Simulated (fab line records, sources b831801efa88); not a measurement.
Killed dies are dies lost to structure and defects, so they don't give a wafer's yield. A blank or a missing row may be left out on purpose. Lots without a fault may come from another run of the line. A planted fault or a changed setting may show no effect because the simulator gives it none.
A struck lot beside a sound one | flow gf180mcu | 27 steps out of a route of 602
Sound: wafers L822.2, L822.3, L822.6. Struck: wafers L823.3, L823.4, L823.5. The cause comes at the end.
At each step with rows: each side's tool, then ch and its chambers, then its first start. Under that, the readings that differ: sound wafers | struck wafers | difference of the means | sigmas: that difference in standard deviations of wafers without a fault.
alike: readings whose means differ by less than 2 such deviations, and words and numbers that are the same on both sides. not compared: withheld readings, readings that some wafer has no value for, bounds like >300 that may hide the same value, and numbers for which the record gives no deviation and whose values overlap.
The two part at a step that has a row with sigmas, a row that says differs or no value, or rows on one side only. Numbers that don't overlap but have no deviation are shown without sigmas and don't part them. A reading that every wafer of one side lacks parts them only if that side has two wafers or more.

GF_V2_ETCH_16: etches BARC in N2/H2.
  sound on rie_diel-02 ch 0,1,3, day 21 01:56; struck on rie_diel-03 ch 1,2, day 21 09:41
  alike: drypump_motor_current_A, h2_flow_sccm, n2_flow_sccm, oes_product_au, throttle_valve_pct
then, 4 steps without rows for these wafers: GF_V2_ETCH_17 (etches SiO2 in C4F8/O2/Ar, stops on TiN, target depth 630 nm); GF_V2_STRIP_18 (strips in O2/N2); GF_V2_STRIP_19 (strips in post etch residue remover, time 1200 s); GF_V2_CLEAN_20 (cleans in DIW).
GF_V2_SPUTTER_21: material Ti, target thk 15 nm, time 80.02 s.
  sound on pvd_sputter-02, day 21 02:35; struck on pvd_sputter-01, day 21 10:20
  alike: cathode_dc_power_W, chamber_pressure_pa, substrate_temp_c, throttle_valve_pct
then, 1 step without rows for these wafers: GF_V2_SPUTTER_22 (material TiN, target thk 10 nm, time 40 s).
GF_V2_CVD_23: deposits W, target thk 350 nm, time 104.94 s.
  sound on cvd_w-02 ch 0,1, day 21 02:41; struck on cvd_w-02 ch 0,1, day 21 10:29
  alike: chamber_pressure_Torr, heater_power_w
GF_V2_RS_MEAS_24: measures by four-point-probe.
  sound on film_metro-03, day 21 02:49; struck on film_metro-02, day 21 10:36
  alike: V2_W_RS
GF_V2_THK_MEAS_25: measures by xrf.
  sound on film_metro-03, day 21 02:56; struck on film_metro-02, day 21 10:42
  alike: V2_W_THK
GF_V2_CMP_26: polishes, stops on SiO2, t overpolish 15 s, target thk 0 nm.
  sound on cmp-01 ch 0,1,2, day 21 02:59; struck on cmp-01 ch 0,2,3, day 21 10:47
  alike: motor_current_A, overpolish_run_s, time_to_endpoint_s
then, 1 step without rows for these wafers: GF_M3_SPUTTER_00 (material Ti, target thk 37.5 nm, time 150 s).
GF_M3_SPUTTER_01: material TiN, target thk 30 nm, time 25 s.
  sound on pvd_sputter-02, day 21 03:23; struck on pvd_sputter-03, day 21 11:08
  no value came back on the struck wafers for cathode_dc_power_W (W), chamber_pressure_pa (Pa), throttle_valve_pct (%); on the sound wafers cathode_dc_power_W (W) reads 6501.3 6499.7 6500.3
then, 1 step without rows for these wafers: GF_M3_SPUTTER_02 (material AlCu, target thk 450 nm, time 23.9 s).
GF_M3_SPUTTER_03: material Ti, target thk 10 nm, time 6.7 s.
  sound on pvd_sputter-02, day 21 03:26; struck on pvd_sputter-03, day 21 11:12
  alike: cathode_dc_power_W, chamber_pressure_pa, substrate_temp_c, throttle_valve_pct
then, 8 steps without rows for these wafers: GF_M3_SPUTTER_04 (material TiN, target thk 50 nm, time 41.7 s); GF_M3_DEHYDRATE_07 (time 60 s); GF_M3_HMDS_08 (prime time 60 s); GF_M3_COAT_09 (resist thk 1000 nm); GF_M3_SOFTBAKE_10 (time 60 s); GF_M3_EXPOSE_11 (exposes mask Metal3, target cd 280 nm); GF_M3_PEB_12 (peb time 90 s); GF_M3_DEVELOP_13 (develop time 60 s).
GF_M3_CD_MEAS_14: target cd 280 nm.
  sound on cd_sem-01, day 22 02:38; struck on cd_sem-01, day 22 10:32
  alike: cd_nm
GF_M3_OVL_MEAS_15:
  sound on overlay-01, day 22 02:44; struck on overlay-02, day 22 10:38
  alike: M3_OVL
GF_M3_METAL_ETCH_16: etches the open film in Cl2/BCl3, stops on SiO2, target depth 627.5 nm, time 104.6 s.
  sound on rie_metal-03 ch 0,1, day 22 02:46; struck on rie_metal-02 ch 0,1, day 22 10:41
  reading                | sound                | struck               | difference | sigmas
  oes_product_au (a.u.)  | 0.970 0.973 0.978    | 0.943 0.954 0.950    | -0.025     | -5
  throttle_valve_pct (%) | 28.237 28.238 28.238 | 28.280 28.274 28.288 | +0.043     | +4
  alike: drypump_motor_current_A
  not compared: rf_hours_counter_h
then, 1 step without rows for these wafers: GF_M3_STRIP_17 (strips in O2/N2).

WHERE THEY PART
First at GF_M3_SPUTTER_01; last, within this record, at GF_M3_METAL_ETCH_16.

WHY: what the simulator had put in
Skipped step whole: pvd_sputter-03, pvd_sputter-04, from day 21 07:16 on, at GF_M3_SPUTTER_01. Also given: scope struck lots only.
